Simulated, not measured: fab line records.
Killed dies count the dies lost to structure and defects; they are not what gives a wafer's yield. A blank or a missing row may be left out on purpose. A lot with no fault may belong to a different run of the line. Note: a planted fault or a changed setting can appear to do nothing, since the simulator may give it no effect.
Code-filled problem report in 8D (eight disciplines) form || flow gf180mcu || the parts of the form that need people (team, actions taken, sign-off) are left out

## 1. PROBLEM STATEMENT
oes product au at GF_DUAL_GATE_STRIP_13 reads a mean of 0.870 a.u. on 3 wafers of 1 lot; wafers without a fault read 0.716 a.u. with a standard deviation of 0.0044. Relative to the usual mean, that is a shift of +35 standard deviations.
The step: strips in O2/N2.
First observed at day 10 17:16: wafer L119.1, on plasma asher-02. The record has a number at this step for 36 wafers belonging to 12 lots. By rule, "out" or "out of limits" means more than 4 standard deviations away from the usual mean. All remaining wafers that have a number are taken as sound.

## 2. WHAT IT IS; WHAT IT IS NOT
{"question": "which readings at this step", "is": "oes product au", "is not": "drypump motor current A, heater power w"}
{"question": "which lots", "is": "L119", "is not": "L111, L112, L113, L114, L115, L126, L127, L131, L132, L133, L134"}
{"question": "which wafers of those lots", "is": "all that have a number", "is not": "-"}
{"question": "read on which tools", "is": "plasma asher-02", "is not": "plasma asher-03, plasma asher-04"}
{"question": "when", "is": "from day 10 17:16", "is not": "up to then (15 sound wafers); but 18 sound wafers of L126, L127, L131, L132, L133, L134 came after"}

## 3. SUSPECTS, AND WHAT RULES EACH OUT
Counting: a tool at any process step up to the reading remains a suspect when it ran all the lots that are out and ran no sound lot after the first of those.
- plasma asher-01 at GF_MVPSD_STRIP_10 (strips in O2/N2): kept. It ran the lot that is out, L119 (day 7 05:26), and no sound lot after that.
- plasma asher-02 at GF_DUAL_GATE_STRIP_13 (strips in O2/N2): ruled out as a lasting fault. The sound lots L127 went through it after L119, its earliest lot that is out (day 10 17:16).
The count leaves plasma asher-01 at GF_MVPSD_STRIP_10.

## 4. THE CAUSE (what the simulator had put in)
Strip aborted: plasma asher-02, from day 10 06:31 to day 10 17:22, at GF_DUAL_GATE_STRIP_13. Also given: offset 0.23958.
Counting ruled it out, wrongly.

## 5. THE EFFECT CHAIN, in route order
Each row: a reading where the mean over the struck wafers with a number is more than 3 standard deviations away from the usual. Readings are gone through only where the record gives a usual standard deviation; hours: the median, over the lots, of the time from a lot's start at the first step in this table giving one to that lot's start at this step; sigmas: the change measured in usual standard deviations.
{"hours": 0, "step": "GF_DUAL_GATE_STRIP_13", "reading": "oes product au", "usual": "0.716 a.u.", "on struck wafers": 0.870, "change": "+0.154", "sigmas": "+35"}
The process steps in it:
- GF_DUAL_GATE_STRIP_13: strips in O2/N2.
Readings that are blank on the struck wafers while sound wafers have them: strip time to endpoint s at GF_DUAL_GATE_STRIP_13.

## 6. WHAT WOULD HAVE CAUGHT IT SOONER
In this record no reading fell out of limits until day 10 17:16, 11 hours after the fault had begun at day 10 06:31.
